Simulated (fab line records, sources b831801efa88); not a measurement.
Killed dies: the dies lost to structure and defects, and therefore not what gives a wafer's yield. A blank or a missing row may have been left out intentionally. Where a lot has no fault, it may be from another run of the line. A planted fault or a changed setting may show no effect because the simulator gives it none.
Which of the tools did it? + flow sfq line + Sampling: 14 lots, 42 wafers, 2 of 325 route steps

== WHAT THE GAUGES READ, wafer by wafer ==
SFQ_I4_OVL_MEAS_928.
| lot  | measured     | on         | I4_OVL (nm) |
|------|--------------|------------|-------------|
| L139 | day 49 17:46 | overlay-01 | -6 -2 -2    |
| L140 | day 49 20:10 | overlay-02 | -7 0 1      |
| L141 | day 50 11:21 | overlay-02 | -4 2 2      |
| L142 | day 50 16:41 | overlay-02 | -4 -11 -2   |
| L149 | day 59 10:32 | overlay-02 | 2 -4 -5     |
| L152 | day 60 10:33 | overlay-02 | -6 -10 -9   |
| L155 | day 60 22:32 | overlay-01 | -6 -3 -3    |
| L156 | day 61 02:08 | overlay-01 | -6 0 -8     |
| L157 | day 61 04:32 | overlay-01 | 1 -2 -1     |
| L158 | day 61 08:09 | overlay-02 | -4 1 -4     |
| L159 | day 61 10:32 | overlay-02 | -8 2 -6     |
| L160 | day 61 15:20 | overlay-02 | -8 -8 -8    |
| L161 | day 61 18:56 | overlay-01 | -6 -7 -9    |
| L162 | day 63 15:49 | overlay-02 | 8 10 -3     |

== WHAT TOOL EACH LOT RAN ON (gives the tool, then ch and the chambers of the sampled wafers, and finally the start) ==
| lot  | SFQ_TRILAYER_I4_METRO_MEASURE_101 |
|------|-----------------------------------|
| L139 | film metro-02, day 49 14:31       |
| L140 | film metro-03, day 49 16:43       |
| L141 | film metro-04, day 50 07:54       |
| L142 | film metro-03, day 50 13:07       |
| L149 | film metro-02, day 53 19:04       |
| L152 | film metro-04, day 54 17:58       |
| L155 | film metro-04, day 55 09:29       |
| L156 | film metro-04, day 55 12:29       |
| L157 | film metro-04, day 55 14:25       |
| L158 | film metro-04, day 55 20:01       |
| L159 | film metro-02, day 56 01:48       |
| L160 | film metro-04, day 56 06:51       |
| L161 | film metro-04, day 56 13:26       |
| L162 | film metro-02, day 58 01:38       |
- SFQ_TRILAYER_I4_METRO_MEASURE_101

== WHAT THE TOOLS THEMSELVES READ (means of the sampled wafers that have a number; where no wafer has one, the mark that the record gives instead) ==
SFQ_TRILAYER_I4_METRO_MEASURE_101.
| lot  | tool          | thk nm (nm) |
|------|---------------|-------------|
| L139 | film metro-02 | 199.4       |
| L140 | film metro-03 | 199.3       |
| L141 | film metro-04 | 201.6       |
| L142 | film metro-03 | 201.1       |
| L149 | film metro-02 | 200.2       |
| L152 | film metro-04 | 198.4       |
| L155 | film metro-04 | 200.4       |
| L156 | film metro-04 | 201.1       |
| L157 | film metro-04 | 199.8       |
| L158 | film metro-04 | 200.4       |
| L159 | film metro-02 | 200.3       |
| L160 | film metro-04 | 198.6       |
| L161 | film metro-04 | 199.9       |
| L162 | film metro-02 | 201.3       |

== THE ANSWER, worked out from the rows above alone ==
Rule: the usual values come from the lots themselves. The widest of any qualifying gaps counts: lots, ordered by their means at a reading, are off when they make up no more than a third of the lots, leave a main group of 4 or more, and stand apart from it by 3 or more times the standard deviation of that group's means. If all means in a main group match to the digits the tables above print for the reading, that group is not used. A lot without any number at a reading at which 4 lots or more have one is off too. Any other lot the step has rows for is counted as sound. The gauges are gone through in route order, then the tools' own readings, and for those a lot's mean is taken as printed above. The first step at which some lot is off is used, and at that step the reading that is off furthest; a lot without a number counts as furthest.
None of the lots is off at any reading shown; this tells nothing.

== WHAT WAS PUT IN BY THE SIMULATOR ==
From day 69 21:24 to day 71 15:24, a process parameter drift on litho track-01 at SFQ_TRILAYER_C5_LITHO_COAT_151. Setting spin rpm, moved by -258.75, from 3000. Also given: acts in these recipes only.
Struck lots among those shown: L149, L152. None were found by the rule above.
